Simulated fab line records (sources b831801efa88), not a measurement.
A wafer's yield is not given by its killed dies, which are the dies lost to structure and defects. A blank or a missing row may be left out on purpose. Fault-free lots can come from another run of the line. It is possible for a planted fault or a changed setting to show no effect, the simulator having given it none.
fab line records	flow sky130
record: lots: 11	wafers: 33	lastDay: 50
route steps=708 shown METAL1@435 PAD_OPEN@708
lots that met no fault: taken from a fault-free run of the same line
startH: start of the lot's first displayed wafer, in hours after the record's first day	waitH: hours elapsed since this lot's preceding step	" unchanged from the row above	L1.1+2: one row covering several wafers at once	- no value, or no start given	* or withheld: withheld	< > ~ a bound
route shown NAME@n: NAME is a module with steps in the file, n the number in the route of the first one	usual: mean/standard deviation of fault-free wafers	same: alike in all rows	chamber/n: place in a boat	sites: readings site by site	_std_site: their standard deviation	_edge_site: outer sites' mean less inner sites'	radiusMm: how far each site lies from the wafer's centre	mask NAME#n: copy n	behind: tool/chamber where the wafer was last shaped	hold: what put the lot on hold/how long, in hours/how the hold closed	device: which transistor (n, p or np) failed to switch	end of line: the route-end tests of the same wafers	where a step has no rows: the recipe by itself	killed: dies that structure and defects cost at the first sort, which is not the same as the wafer's yield	map: dies across one wafer; x = killed, . = not, _ = none there
set.NAME: the setting as run; set.NAME@STEP: as run at that earlier step	model.NAME: the simulator's own value behind a step, which no gauge read
a sample of lots followed through the steps of the route, with each step as a table and each wafer as a row
services: from which hour (startH, from the record's first day; less than 0 if before it) a tool's chamber was out of use, for how many hours, and why
== steps ==
step: SKY_METAL1_SPUTTER_01
recipe: material: TiN	targetThkNm: 20	powerW: 6500	timeS: 16.7	chamberPressurePa: 0.4
usual: throttleValvePct: 30.0/0.98
lot.wafer	tool	chamber	startH	waitH	throttleValvePct
L346.1	pvdSputter-02	-	733.61	0.0	29.2
L346.3	"	-	"	"	31.0
L346.5	"	-	"	"	30.8
L347.1	pvdSputter-01	-	747.51	0.0	29.2
L347.2	"	-	"	"	29.8
L347.4	"	-	"	"	31.8
L348.4	pvdSputter-04	-	750.13	0.0	29.9
L348.5	"	-	"	"	28.1
L348.6	"	-	"	"	30.7
L351.3	pvdSputter-04	-	789.40	0.0	30.3
L351.4	"	-	"	"	30.0
L351.5	"	-	"	"	28.0
L352.1	pvdSputter-02	-	790.33	0.0	30.1
L352.3	"	-	"	"	31.0
L352.5	"	-	"	"	30.9
L353.1	pvdSputter-04	-	793.17	0.0	30.2
L353.4	"	-	"	"	30.2
L353.5	"	-	"	"	30.0
L355.1	pvdSputter-01	-	825.80	0.0	29.0
L355.2	"	-	"	"	30.8
L355.4	"	-	"	"	29.6
L356.1	pvdSputter-04	-	826.58	0.0	30.0
L356.2	"	-	"	"	30.0
L356.3	"	-	"	"	30.8
L365.1	pvdSputter-02	-	888.11	0.0	30.4
L365.2	"	-	"	"	31.0
L365.3	"	-	"	"	29.3
L366.2	pvdSputter-02	-	895.89	0.0	29.3
L366.3	"	-	"	"	30.3
L366.4	"	-	"	"	31.1
L368.1	pvdSputter-04	-	911.94	0.0	30.1
L368.4	"	-	"	"	30.6
L368.6	"	-	"	"	30.3
step: SKY_METAL1_SPUTTER_03
recipe: material: Ti	targetThkNm: 5	powerW: 3000	timeS: 3.3	chamberPressurePa: 0.4
usual: throttleValvePct: 30.0/0.99
lot.wafer	tool	chamber	startH	waitH	throttleValvePct
L346.1	pvdSputter-02	-	733.66	0.0	29.2
L346.3	"	-	"	"	31.0
L346.5	"	-	"	"	30.9
L347.1	pvdSputter-01	-	747.56	0.0	29.0
L347.2	"	-	"	"	29.9
L347.4	"	-	"	"	31.7
L348.4	pvdSputter-04	-	750.18	0.0	29.8
L348.5	"	-	"	"	27.9
L348.6	"	-	"	"	30.7
L351.3	pvdSputter-04	-	789.45	0.0	30.6
L351.4	"	-	"	"	30.0
L351.5	"	-	"	"	28.2
L352.1	pvdSputter-02	-	790.38	0.0	30.1
L352.3	"	-	"	"	31.0
L352.5	"	-	"	"	31.0
L353.1	pvdSputter-04	-	793.22	0.0	30.5
L353.4	"	-	"	"	30.1
L353.5	"	-	"	"	30.0
L355.1	pvdSputter-01	-	825.85	0.0	29.3
L355.2	"	-	"	"	30.9
L355.4	"	-	"	"	29.8
L356.1	pvdSputter-04	-	826.63	0.0	29.8
L356.2	"	-	"	"	30.2
L356.3	"	-	"	"	30.4
L365.1	pvdSputter-02	-	888.16	0.0	30.8
L365.2	"	-	"	"	30.9
L365.3	"	-	"	"	29.3
L366.2	pvdSputter-02	-	895.94	0.0	29.4
L366.3	"	-	"	"	30.7
L366.4	"	-	"	"	31.0
L368.1	pvdSputter-04	-	911.99	0.0	30.2
L368.4	"	-	"	"	30.4
L368.6	"	-	"	"	30.2
step: SKY_METAL1_COAT_10
recipe: resist: KrF-thick	spinRpm: 3000	resistThkNm: 450
usual: spinSpeedRpm: 3000.3/1.9
lot.wafer	tool	chamber	startH	waitH	spinSpeedRpm
L346.1	lithoTrack-02	0	747	-	3001.3
L346.3	"	0	"	"	3002.6
L346.5	"	0	"	"	2997.5
L347.1	lithoTrack-01	0	761	-	3003.8
L347.2	"	0	"	"	3000.7
L347.4	"	0	"	"	3001.6
L348.4	lithoTrack-02	0	764	-	3002.3
L348.5	"	0	"	"	3000.8
L348.6	"	0	"	"	2998.9
L351.3	lithoTrack-02	0	802	-	2997.6
L351.4	"	0	803	-	2998.8
L351.5	"	0	"	"	3001.3
L352.1	lithoTrack-01	0	803	-	3000.8
L352.3	"	0	"	"	3001.4
L352.5	"	0	"	"	3002.8
L353.1	lithoTrack-02	0	807	-	2999.0
L353.4	"	0	"	"	2996.5
L353.5	"	0	"	"	3000.5
L355.1	lithoTrack-02	0	839	-	2999.5
L355.2	"	0	"	"	2999.3
L355.4	"	0	"	"	3001.1
L356.1	lithoTrack-02	0	840	-	3000.8
L356.2	"	0	"	"	3003.0
L356.3	"	0	"	"	2998.9
L365.1	lithoTrack-01	0	900	-	2998.6
L365.2	"	0	"	"	2999.6
L365.3	"	0	"	"	3000.2
L366.2	lithoTrack-04	0	908	-	3001.2
L366.3	"	0	"	"	3002.7
L366.4	"	0	"	"	3001.4
L368.1	lithoTrack-02	0	924	-	3001.6
L368.4	"	0	"	"	2999.5
L368.6	"	0	"	"	3003.8
step: SKY_METAL1_DESCUM_17
recipe: chemistry: O2	sourcePowerW: 150	biasPowerW: 0	pressureMtorr: 10	tempC: 40	timeS: 8
usual: drypumpMotorCurrentA: 5.8/0.34	oesProductAu: 1.004/0.013
lot.wafer	tool	chamber	startH	waitH	drypumpMotorCurrentA	oesProductAu	rfHoursCounterH
L346.1	rieMetal-03	1	762.19	0.0	5.6	1.004	3
L346.3	"	1	"	"	5.5	0.999	-
L346.5	"	1	"	"	5.6	0.997	-
L347.1	rieMetal-03	1	776.18	0.0	5.6	0.993	6
L347.2	"	0	"	"	5.5	1.009	0
L347.4	"	0	"	"	5.5	1.013	-
L348.4	rieMetal-04	0	777.55	0.0	6.2	1.028	-
L348.5	"	1	"	"	5.9	1.004	-
L348.6	"	0	"	"	6.2	1.030	-
L351.3	rieMetal-02	1	816.90	0.0	5.4	1.017	-
L351.4	"	0	"	"	6.3	0.976	-
L351.5	"	0	"	"	6.3	0.986	-
L352.1	rieMetal-04	0	818.69	0.0	6.2	1.022	1
L352.3	"	0	"	"	6.2	1.044	-
L352.5	"	1	"	"	5.9	1.004	-
L353.1	rieMetal-03	1	821.29	0.0	5.6	0.998	8
L353.4	"	0	"	"	5.5	1.023	-
L353.5	"	0	"	"	5.5	1.023	-
L355.1	rieMetal-04	0	854.14	0.0	6.2	1.018	3
L355.2	"	1	"	"	6.0	1.003	8
L355.4	"	0	"	"	6.2	1.026	-
L356.1	rieMetal-02	0	855.29	0.0	6.3	0.976	14
L356.2	"	1	"	"	5.4	1.005	8
L356.3	"	0	"	"	6.3	0.982	-
L365.1	rieMetal-04	0	913.64	0.0	6.2	1.029	5
L365.2	"	1	"	"	6.0	1.001	10
L365.3	"	0	"	"	6.2	1.015	-
L366.2	rieMetal-04	0	920.39	0.0	6.2	1.025	5
L366.3	"	0	"	"	6.2	1.026	-
L366.4	"	1	"	"	6.0	1.001	-
L368.1	rieMetal-03	1	936.99	0.0	5.6	1.000	13
L368.4	"	0	"	"	5.5	0.998	-
L368.6	"	0	"	"	5.5	1.004	-
step: SKY_METAL1_STRIP_20
recipe: chemistry: O2/N2	powerW: 1400	pressureMtorr: 1500	platenTempC: withheld	o2FlowSccm: 3000	n2FlowSccm: 300	overashFraction: 0.5
usual: drypumpMotorCurrentA: 5.7/0.59	oesProductAu: 0.342/0.0054	stripTimeToEndpointS: 2.68/0.067
lot.wafer	tool	chamber	startH	waitH	drypumpMotorCurrentA	oesProductAu	rfHoursCounterH	stripTimeToEndpointS
L346.1	plasmaAsher-01	1	762.56	0.1	5.5	0.341	30	2.70
L346.3	"	1	"	"	5.5	0.340	-	2.72
L346.5	"	1	"	"	5.5	0.341	-	2.69
L347.1	plasmaAsher-02	1	776.36	0.1	5.9	0.346	62	2.74
L347.2	"	0	"	"	6.3	0.335	62	2.69
L347.4	"	1	"	"	5.9	0.349	-	2.66
L348.4	plasmaAsher-04	1	777.76	0.1	5.2	0.347	-	2.60
L348.5	"	1	"	"	5.2	0.340	-	2.67
L348.6	"	0	"	"	6.8	0.331	-	2.60
L351.3	plasmaAsher-01	1	817.11	0.1	5.5	0.337	-	2.67
L351.4	"	0	"	"	5.2	0.350	-	2.78
L351.5	"	1	"	"	5.5	0.348	-	2.81
L352.1	plasmaAsher-01	0	818.88	0.1	5.2	0.343	36	2.55
L352.3	"	1	"	"	5.5	0.338	-	2.55
L352.5	"	0	"	"	5.2	0.343	-	2.66
L353.1	plasmaAsher-01	1	821.47	0.1	5.5	0.360	37	3.06
L353.4	"	0	"	"	5.2	0.356	-	2.98
L353.5	"	1	"	"	5.4	0.358	-	2.96
L355.1	plasmaAsher-01	0	854.32	0.1	5.2	0.352	39	2.93
L355.2	"	1	"	"	5.5	0.364	39	3.03
L355.4	"	0	"	"	5.2	0.354	-	2.96
L356.1	plasmaAsher-01	1	855.47	0.1	5.5	0.364	39	3.15
L356.2	"	0	"	"	5.2	0.357	39	3.03
L356.3	"	0	"	"	5.2	0.363	-	3.14
L365.1	plasmaAsher-02	1	913.82	0.1	5.9	0.331	76	2.58
L365.2	"	0	"	"	6.3	0.346	76	2.65
L365.3	"	1	"	"	5.9	0.331	-	2.55
L366.2	plasmaAsher-04	1	920.58	0.1	5.3	0.346	114	2.57
L366.3	"	1	"	"	5.3	0.344	-	2.59
L366.4	"	0	"	"	6.8	0.341	-	2.71
L368.1	plasmaAsher-02	0	937.17	0.1	6.3	0.338	78	2.67
L368.4	"	0	"	"	6.3	0.343	-	2.62
L368.6	"	0	"	"	6.3	0.343	-	2.63
step: SKY_PAD_OPEN_PROBE_99
usual: defectLimitedYield: 82.2/1.8	killed_at_M0_to_M3: 43/6.6	killed_at_M4_up: 3.2/1.9	killedAtContacts: 25/5.3	killedAtFrontEnd: 16/4.5	killedAtOther: 0.3/0.63	killedDies: 87/8.9	killedOnRim: 17/3.7	killedOpen: 48/7.9	killedShort: 39/5.3	sort_bin_3_pad_short: 0.8/0.38	sort_bin_5_function: 10.5/1.5	sort_bin_6_memory: 6.4/1.2	sortNPass: 405/8.9	sortYieldPct: 82.2/1.8
same: grossDies: 492	killedAtBackSide: 0	sort_bin_4_leakage[%]: 0	sort_bin_8_speed[%]: 0
lot.wafer	tool	chamber	startH	waitH	defectLimitedYield[%]	killed_at_M0_to_M3	killed_at_M4_up	killedAtContacts	killedAtFrontEnd	killedAtOther	killedDies	killedOnRim	killedOpen	killedShort	sort_bin_3_pad_short[%]	sort_bin_5_function[%]	sort_bin_6_memory[%]	sortNPass	sortYieldPct[%]
L346.1	prober-02	-	1077.04	0.1	82.7	39	6	26	14	0	85	14	36	49	0.8	10.2	6.3	407	82.7
L346.3	prober-02	-	1077.14	0.2	81.5	46	1	31	13	0	91	24	45	46	0.6	10.8	7.1	401	81.5
L346.5	prober-02	-	1077.24	0.2	83.7	47	4	21	8	0	80	14	40	40	0.8	10.4	5.1	412	83.7
L347.1	prober-01	-	1087.99	0.1	81.9	29	5	24	31	0	89	22	45	43	1.8	10.0	6.3	403	81.9
L347.2	prober-01	-	1088.04	0.1	81.1	38	3	31	21	0	93	18	60	33	1.0	11.0	6.9	399	81.1
L347.4	prober-01	-	1088.14	0.2	81.3	43	0	33	16	0	92	16	58	32	0.2	11.0	7.5	400	81.3
L348.4	prober-02	-	1089.39	0.2	83.3	33	1	27	21	0	82	15	41	40	1.0	10.2	5.5	410	83.3
L348.5	prober-02	-	1089.44	0.2	82.3	41	2	27	17	0	87	14	54	33	0.8	11.4	5.5	405	82.3
L348.6	prober-02	-	1089.49	0.2	83.3	36	4	23	19	0	82	12	43	39	1.0	11.0	4.7	410	83.3
L351.3	prober-01	-	1117.84	0.2	82.7	41	4	24	16	0	85	15	46	39	0.6	10.2	6.5	407	82.7
L351.4	prober-01	-	1117.89	0.2	82.3	46	3	19	19	0	87	19	49	38	1.0	11.6	5.1	405	82.3
L351.5	prober-01	-	1117.94	0.2	81.3	42	5	26	19	0	92	12	50	42	0.4	10.8	7.5	400	81.3
L352.1	prober-02	-	1118.07	0.1	82.9	40	4	26	14	0	84	12	46	36	0.4	10.8	5.9	408	82.9
L352.3	prober-02	-	1118.17	0.2	82.5	43	3	25	14	1	86	19	52	34	0.6	10.6	6.3	406	82.5
L352.5	prober-02	-	1118.27	0.2	82.7	50	4	20	11	0	85	17	54	31	0.6	11.4	5.3	407	82.7
L353.1	prober-01	-	1119.24	0.1	82.9	40	5	22	16	1	84	16	47	37	1.2	9.8	6.1	408	82.9
L353.4	prober-01	-	1119.39	0.2	82.9	42	5	21	15	1	84	8	47	37	1.0	10.6	5.5	408	82.9
L353.5	prober-01	-	1119.44	0.2	84.1	42	3	17	16	0	78	19	46	32	0.8	9.1	5.9	414	84.1
L355.1	prober-01	-	1143.00	0.1	84.1	44	0	21	13	0	78	15	38	40	1.4	8.9	5.5	414	84.1
L355.2	prober-01	-	1143.05	0.1	85.4	42	1	17	11	1	72	18	42	30	0.8	7.5	6.3	420	85.4
L355.4	prober-01	-	1143.15	0.2	82.9	39	3	33	9	0	84	19	52	32	0.6	9.8	6.7	408	82.9
L356.1	prober-02	-	1148.25	0.1	82.7	29	7	34	15	0	85	16	40	45	0.4	9.6	7.3	407	82.7
L356.2	prober-02	-	1148.30	0.1	85.6	29	3	29	10	0	71	11	42	29	0.8	8.7	4.9	421	85.6
L356.3	prober-02	-	1148.35	0.2	80.1	46	4	28	20	0	98	14	56	42	1.0	11.0	7.9	394	80.1
L365.1	prober-01	-	1183.70	0.1	81.9	37	3	31	18	0	89	19	49	39	1.2	8.3	8.5	403	81.9
L365.2	prober-01	-	1183.75	0.1	79.1	42	6	38	17	0	103	22	53	50	2.2	8.9	9.8	389	79.1
L365.3	prober-01	-	1183.80	0.2	81.9	47	2	16	24	0	89	21	51	38	1.0	10.2	6.9	403	81.9
L366.2	prober-02	-	1189.41	0.1	80.1	43	4	28	23	0	98	17	56	42	0.4	13.2	6.3	394	80.1
L366.3	prober-02	-	1189.46	0.2	79.5	42	2	29	27	1	101	16	65	36	0.2	13.8	6.5	391	79.5
L366.4	prober-02	-	1189.51	0.2	84.3	37	4	19	17	0	77	14	43	34	0.2	13.0	2.4	415	84.3
L368.1	prober-02	-	1201.95	0.1	81.5	41	5	34	11	0	91	19	51	40	1.4	11.6	5.5	401	81.5
L368.4	prober-02	-	1202.10	0.2	81.9	50	6	24	9	0	89	15	43	46	1.0	11.8	5.3	403	81.9
L368.6	prober-02	-	1202.20	0.2	81.5	38	5	31	17	0	91	12	46	45	0.8	11.4	6.3	401	81.5
killed by level:class
L346.1 CONTACT:geometricParticle:open=10 VIA1:geometricParticle:open=9 METAL2:geometricParticle:short=8 LOCAL_INTERCONNECT:geometricParticle:short=7 METAL4:geometricParticle:short=6 VIA2:geometricParticle:open=5 FIELD_ISO:geometricParticle:short=4 POLY_GATE:geometricParticle:short=4
L346.3 CONTACT:geometricParticle:open=10 METAL1:geometricParticle:short=9 VIA1:geometricParticle:open=9 LI_CONTACT:geometricParticle:open=6 LOCAL_INTERCONNECT:geometricParticle:short=6 METAL2:geometricParticle:short=6 VIA2:geometricParticle:open=6 VIA3:geometricParticle:open=6
L346.5 VIA1:geometricParticle:open=8 VIA2:geometricParticle:open=8 METAL2:geometricParticle:short=8 METAL1:geometricParticle:short=7 LOCAL_INTERCONNECT:geometricParticle:short=6 CONTACT:geometricParticle:open=6 POLY_GATE:geometricParticle:short=5 VIA3:geometricParticle:open=5
L347.1 CONTACT:geometricParticle:open=13 FIELD_ISO:geometricParticle:short=9 POLY_GATE:geometricParticle:open=8 FIELD_ISO:geometricParticle:open=6 POLY_GATE:geometricParticle:short=6 LOCAL_INTERCONNECT:geometricParticle:short=6 VIA1:geometricParticle:open=6 METAL2:geometricParticle:short=6
L347.2 CONTACT:geometricParticle:open=14 VIA3:geometricParticle:open=11 FIELD_ISO:geometricParticle:open=8 LI_CONTACT:geometricParticle:open=8 VIA2:geometricParticle:open=7 FIELD_ISO:geometricParticle:short=5 CONTACT:geometricParticle:short=5 LOCAL_INTERCONNECT:geometricParticle:short=4
L347.4 CONTACT:geometricParticle:open=14 VIA1:geometricParticle:open=10 VIA2:geometricParticle:short=7 FIELD_ISO:geometricParticle:open=6 LI_CONTACT:geometricParticle:open=6 CONTACT:geometricParticle:short=6 VIA3:geometricParticle:open=6 VIA2:geometricParticle:open=6
L348.4 CONTACT:geometricParticle:open=12 VIA2:geometricParticle:open=9 FIELD_ISO:geometricParticle:short=8 CONTACT:geometricParticle:short=6 VIA1:geometricParticle:open=5 POLY_GATE:geometricParticle:short=4 LOCAL_INTERCONNECT:geometricParticle:short=4 METAL2:geometricParticle:short=4
L348.5 CONTACT:geometricParticle:open=14 METAL2:geometricParticle:short=7 VIA3:geometricParticle:open=7 VIA2:geometricParticle:open=6 VIA1:geometricParticle:open=6 FIELD_ISO:geometricParticle:open=4 LI_CONTACT:geometricParticle:open=4 FIELD_ISO:geometricParticle:short=3
L348.6 LI_CONTACT:geometricParticle:open=8 VIA1:geometricParticle:open=8 FIELD_ISO:geometricParticle:open=6 VIA1:geometricParticle:short=6 METAL3:geometricParticle:short=6 POLY_GATE:geometricParticle:short=5 CONTACT:geometricParticle:open=5 VIA2:geometricParticle:open=5
L351.3 VIA1:geometricParticle:open=10 FIELD_ISO:geometricParticle:short=7 CONTACT:geometricParticle:open=7 LI_CONTACT:geometricParticle:open=7 FIELD_ISO:geometricParticle:open=5 LOCAL_INTERCONNECT:geometricParticle:short=5 METAL1:geometricParticle:short=5 VIA2:geometricParticle:open=5
L351.4 VIA1:geometricParticle:open=11 VIA1:geometricParticle:short=8 CONTACT:geometricParticle:open=8 METAL2:geometricParticle:short=7 FIELD_ISO:geometricParticle:open=5 VIA2:geometricParticle:open=5 VIA3:geometricParticle:open=5 LOCAL_INTERCONNECT:geometricParticle:short=4
L351.5 CONTACT:geometricParticle:open=12 METAL1:geometricParticle:short=7 VIA1:geometricParticle:open=7 LI_CONTACT:geometricParticle:open=6 VIA3:geometricParticle:open=6 VIA3:geometricParticle:short=6 FIELD_ISO:geometricParticle:open=5 POLY_GATE:geometricParticle:open=4
L352.1 CONTACT:geometricParticle:open=11 LI_CONTACT:geometricParticle:open=9 VIA1:geometricParticle:short=8 VIA1:geometricParticle:open=8 METAL2:geometricParticle:short=6 POLY_GATE:geometricParticle:short=3 METAL1:geometricParticle:short=3 METAL2:geometricParticle:open=3
L352.3 CONTACT:geometricParticle:open=12 VIA1:geometricParticle:open=10 LI_CONTACT:geometricParticle:open=7 METAL1:geometricParticle:short=7 VIA2:geometricParticle:open=7 FIELD_ISO:geometricParticle:open=6 VIA1:geometricParticle:short=5 VIA3:geometricParticle:open=5
L352.5 CONTACT:geometricParticle:open=10 LI_CONTACT:geometricParticle:open=9 VIA2:geometricParticle:open=9 VIA1:geometricParticle:short=8 VIA3:geometricParticle:open=8 METAL1:geometricParticle:short=6 VIA1:geometricParticle:open=6 METAL3:geometricParticle:short=3
L353.1 VIA1:geometricParticle:open=9 CONTACT:geometricParticle:open=8 VIA3:geometricParticle:open=7 LI_CONTACT:geometricParticle:open=6 METAL1:geometricParticle:short=5 VIA2:geometricParticle:open=5 FIELD_ISO:geometricParticle:short=4 FIELD_ISO:geometricParticle:open=3
L353.4 VIA1:geometricParticle:open=8 CONTACT:geometricParticle:open=8 VIA3:geometricParticle:open=7 VIA2:geometricParticle:open=6 LI_CONTACT:geometricParticle:open=5 LOCAL_INTERCONNECT:geometricParticle:short=4 METAL1:geometricParticle:short=4 VIA3:geometricParticle:short=4
L353.5 VIA2:geometricParticle:open=11 CONTACT:geometricParticle:open=10 METAL1:geometricParticle:short=7 VIA1:geometricParticle:open=6 POLY_GATE:geometricParticle:short=5 POLY_GATE:geometricParticle:open=4 VIA1:geometricParticle:short=4 VIA3:geometricParticle:open=4
L355.1 VIA1:geometricParticle:open=12 VIA3:geometricParticle:short=7 CONTACT:geometricParticle:open=6 METAL3:geometricParticle:short=6 VIA2:geometricParticle:open=6 LI_CONTACT:geometricParticle:short=5 FIELD_ISO:geometricParticle:short=4 LOCAL_INTERCONNECT:geometricParticle:short=4
L355.2 VIA1:geometricParticle:open=10 CONTACT:geometricParticle:open=8 VIA3:geometricParticle:open=6 METAL1:geometricParticle:short=5 VIA1:geometricParticle:short=5 POLY_GATE:geometricParticle:open=4 METAL2:geometricParticle:short=4 VIA2:geometricParticle:open=4
L355.4 CONTACT:geometricParticle:open=11 VIA2:geometricParticle:open=10 LI_CONTACT:geometricParticle:open=9 CONTACT:geometricParticle:short=6 VIA1:geometricParticle:open=6 VIA3:geometricParticle:open=5 VIA1:geometricParticle:short=5 POLY_GATE:geometricParticle:open=4
L356.1 LI_CONTACT:geometricParticle:open=9 CONTACT:geometricParticle:open=9 LOCAL_INTERCONNECT:geometricParticle:short=7 FIELD_ISO:geometricParticle:short=6 CONTACT:geometricParticle:short=6 POLY_GATE:geometricParticle:short=4 VIA3:geometricParticle:short=4 VIA1:geometricParticle:short=4
L356.2 CONTACT:geometricParticle:open=12 VIA1:geometricParticle:open=8 CONTACT:geometricParticle:short=6 LI_CONTACT:geometricParticle:open=5 VIA2:geometricParticle:open=5 VIA3:geometricParticle:open=5 POLY_GATE:geometricParticle:short=4 LOCAL_INTERCONNECT:geometricParticle:open=4
L356.3 CONTACT:geometricParticle:open=17 VIA1:geometricParticle:open=12 VIA3:geometricParticle:open=7 FIELD_ISO:geometricParticle:short=6 METAL1:geometricParticle:short=6 FIELD_ISO:geometricParticle:open=5 CONTACT:geometricParticle:short=5 VIA1:geometricParticle:short=5
L365.1 CONTACT:geometricParticle:open=13 LI_CONTACT:geometricParticle:open=12 VIA1:geometricParticle:short=8 VIA1:geometricParticle:open=6 FIELD_ISO:geometricParticle:short=5 METAL2:geometricParticle:short=5 POLY_GATE:geometricParticle:open=4 VIA2:geometricParticle:short=4
L365.2 CONTACT:geometricParticle:open=16 VIA1:geometricParticle:open=12 LI_CONTACT:geometricParticle:short=6 LOCAL_INTERCONNECT:geometricParticle:short=6 METAL1:geometricParticle:short=6 POLY_GATE:geometricParticle:short=5 LI_CONTACT:geometricParticle:open=5 CONTACT:geometricParticle:short=5
L365.3 VIA1:geometricParticle:open=16 POLY_GATE:geometricParticle:open=8 LI_CONTACT:geometricParticle:open=6 METAL1:geometricParticle:short=6 FIELD_ISO:geometricParticle:short=5 POLY_GATE:geometricParticle:short=5 VIA2:geometricParticle:open=5 VIA3:geometricParticle:open=4
L366.2 CONTACT:geometricParticle:open=14 VIA1:geometricParticle:open=9 FIELD_ISO:geometricParticle:open=8 LI_CONTACT:geometricParticle:short=6 VIA2:geometricParticle:open=6 METAL2:geometricParticle:short=6 VIA3:geometricParticle:open=6 POLY_GATE:geometricParticle:short=5
L366.3 LI_CONTACT:geometricParticle:open=19 VIA1:geometricParticle:open=12 VIA2:geometricParticle:open=8 VIA3:geometricParticle:open=7 FIELD_ISO:geometricParticle:short=6 POLY_GATE:geometricParticle:short=6 CONTACT:geometricParticle:open=5 VIA1:geometricParticle:short=5
L366.4 VIA1:geometricParticle:open=11 CONTACT:geometricParticle:open=7 FIELD_ISO:geometricParticle:open=6 METAL1:geometricParticle:short=6 LI_CONTACT:geometricParticle:open=5 METAL2:geometricParticle:short=5 VIA2:geometricParticle:open=4 FIELD_ISO:geometricParticle:short=3
L368.1 CONTACT:geometricParticle:open=11 VIA1:geometricParticle:open=11 LI_CONTACT:geometricParticle:open=9 CONTACT:geometricParticle:short=8 VIA2:geometricParticle:open=7 METAL2:geometricParticle:short=6 LOCAL_INTERCONNECT:geometricParticle:short=5 METAL1:geometricParticle:short=5
L368.4 VIA1:geometricParticle:open=11 CONTACT:geometricParticle:open=9 METAL2:geometricParticle:short=8 FIELD_ISO:geometricParticle:short=6 VIA2:geometricParticle:open=6 VIA3:geometricParticle:open=5 CONTACT:geometricParticle:short=5 LI_CONTACT:geometricParticle:open=4
L368.6 CONTACT:geometricParticle:open=15 METAL1:geometricParticle:short=9 LI_CONTACT:geometricParticle:open=7 POLY_GATE:geometricParticle:open=5 METAL4:geometricParticle:short=5 VIA3:geometricParticle:open=4 CONTACT:geometricParticle:short=4 VIA1:geometricParticle:open=4
== services ==
tool	chamber	startH	hours	kind
pvdSputter-02	-	720.17	3.7	repair
rieMetal-04	-	720.94	2.8	pm
pvdSputter-04	-	741.28	2.0	repair
pvdSputter-02	-	748.89	26.0	repair
plasmaAsher-01	-	751.06	3.0	repair
pvdSputter-02	-	753.30	1.8	repair
plasmaAsher-02	-	757.09	3.2	repair
rieMetal-04	-	761.78	14.6	pm
rieMetal-03	-	768.45	0.3	repair
rieMetal-02	1	813.17	1.4	repair
pvdSputter-02	-	820.24	9.1	repair
pvdSputter-01	-	828.92	1.6	repair
plasmaAsher-01	-	836.20	4.3	repair
pvdSputter-01	-	838.44	1.7	repair
pvdSputter-04	0	861.83	-	consumableReplace:kit
pvdSputter-04	0	861.83	18.0	scheduledDown
pvdSputter-04	0	861.83	18.0	ventCycle
rieMetal-02	-	867.04	0.4	repair
pvdSputter-02	-	869.68	1.7	repair
rieMetal-04	-	896.68	0.3	repair
pvdSputter-02	-	911.63	2.6	repair
rieMetal-03	0	916.57	1.7	repair
pvdSputter-01	-	927.11	4.4	repair
plasmaAsher-01	-	936.81	3.9	repair
== key ==
firstSign: step: SKY_METAL1_STRIP_20	reading: stripTimeToEndpointS	direction: up	sigmas: 5.2	usual: *	struck: *	through: *
effect: step: SKY_METAL1_STRIP_20	reading: oesProductAu	direction: up	sigmas: 3.1	usual: 0.342	struck: 0.359	through: controlLoop
metAt SKY_METAL1_COAT_10
struckLots L353,L355,L356
loopTrim: step: SKY_METAL1_EXPOSE_12	setting: dose	lots: L355
notActingAt SKY_METAL1_SPUTTER_01,SKY_METAL1_SPUTTER_03,SKY_METAL1_DESCUM_17
onsetBetween 802 807
alsoFits SKY_METAL1_STRIP_20:plasmaAsher-01
fault: kind: processParameterDrift	tool: lithoTrack-02	chamber: -	onsetH: 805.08	steps: SKY_METAL1_COAT_10	channel: resistThkNm	offset: 27.985	shape: step	endH: 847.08	actsIn: theseRecipesOnly	stated: 450
loopTrim: a control loop set the setting to another value than it would have without faults
